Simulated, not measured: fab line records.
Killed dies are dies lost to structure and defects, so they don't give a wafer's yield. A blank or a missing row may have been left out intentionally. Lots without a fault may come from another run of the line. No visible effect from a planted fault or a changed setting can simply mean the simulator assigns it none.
Struck lot and sound lot, side by side + flow sky130 + 15 steps out of a route of 708
Sound: these wafers, L443.2, L443.4, L443.5. Struck: wafers L433.2, L433.6. (L433.3 of the same lot was not struck and is left out.) The cause comes at the end.
Order at every step that has rows: each side's tool, ch and its chambers, its first start. Under that, the readings that differ: sound wafers + struck wafers + difference of the means + sigmas: that difference in standard deviations of wafers without a fault.
alike: same words and numbers on both sides, and readings whose means sit less than 2 such deviations apart. not compared: any withheld reading, any reading some wafer has no value for, any bound like >300 that may hide the same value, and any number with overlapping values for which the record gives no deviation.
The two part at a step that has a row with sigmas, a row that says differs or no value, or rows on one side only. When numbers do not overlap yet have no deviation, they are printed without sigmas and do not part them. A reading missing from all wafers of one side parts the sides only when that side holds two or more wafers.

first, 8 steps without rows for these wafers: SKY_METAL3_DEHYDRATE_05 (time 60 s); SKY_METAL3_HMDS_06 (prime time 60 s); SKY_METAL3_COAT_07 (resist thk 60 nm); SKY_METAL3_COAT_08 (resist thk 1140 nm); SKY_METAL3_SOFTBAKE_09 (time 90 s); SKY_METAL3_EXPOSE_10 (exposes mask MM3, target cd 300 nm); SKY_METAL3_PEB_11; SKY_METAL3_DEVELOP_12 (develop time 60 s).
SKY_METAL3_CD_MEAS_13 targets a cd of 300 nm.
  sound on cd_sem-01, day 45 12:50; struck on cd_sem-01, day 42 17:17
  alike: cd_nm
SKY_METAL3_OVL_MEAS_14:
  sound on overlay-01, day 45 12:56; struck on overlay-02, day 42 17:23
  alike: METAL3_OVL
SKY_METAL3_DESCUM_15: chemistry O2, time 8 s.
  sound on rie_metal-03 ch 0,1, day 45 12:58; struck on rie_metal-04 ch 0, day 42 17:25
| reading               | sound             | struck      | difference | sigmas |
|-----------------------|-------------------|-------------|------------|--------|
| oes_product_au (a.u.) | 1.001 0.994 1.006 | 1.024 1.015 | +0.019     | +2     |
  alike: drypump_motor_current_A
  not compared: rf_hours_counter_h
SKY_METAL3_ETCH_16: etches BARC in N2/H2, stops on SiO2, time 88.2 s, target depth 60 nm.
  sound on rie_metal-03 ch 0,1, day 45 13:00; struck on rie_metal-04 ch 0, day 42 17:27
  alike: drypump_motor_current_A, oes_product_au, throttle_valve_pct
  not compared: rf_hours_counter_h
SKY_METAL3_ETCH_17: etches SiO2 in C4F8/O2/Ar, stops on TiN, time 3.9 s, target depth 15 nm.
  sound on rie_diel-04 ch 0,1,3, day 45 13:06; struck on rie_diel-04 ch 2,3, day 42 17:33
  alike: oes_product_au
  not compared: rf_hours_counter_h, model.TiN_of_METAL3_SPUTTER_04.thk_nm
SKY_METAL3_METAL_ETCH_18: etches the open film in Cl2/BCl3, stops on SiO2, target depth 845 nm, time 183.1 s.
  sound on rie_metal-04 ch 0,1, day 45 13:07; struck on rie_metal-03 ch 1, day 42 17:34
| reading                     | sound       | struck  | difference | sigmas |
|-----------------------------|-------------|---------|------------|--------|
| drypump_motor_current_A (A) | 5.4 5.5 5.2 | 6.2 6.3 | +0.9       | +2     |
  alike: oes_product_au, throttle_valve_pct
  not compared: rf_hours_counter_h
-- the record jumps here: 7 days lie between the struck wafers' starts before and after (it left off in module METAL3 and takes up again in module PAD_OPEN, whose first step shown is number 708 of the route) --
SKY_PAD_OPEN_PROBE_99:
  rows exist in the record for the struck wafers here (prober-01, day 49 08:47), but not for the sound ones

== WHERE THEY PART ==
Last at SKY_PAD_OPEN_PROBE_99 as far as this record goes, first at SKY_METAL3_DESCUM_15.

WHY: the cause the simulator had injected
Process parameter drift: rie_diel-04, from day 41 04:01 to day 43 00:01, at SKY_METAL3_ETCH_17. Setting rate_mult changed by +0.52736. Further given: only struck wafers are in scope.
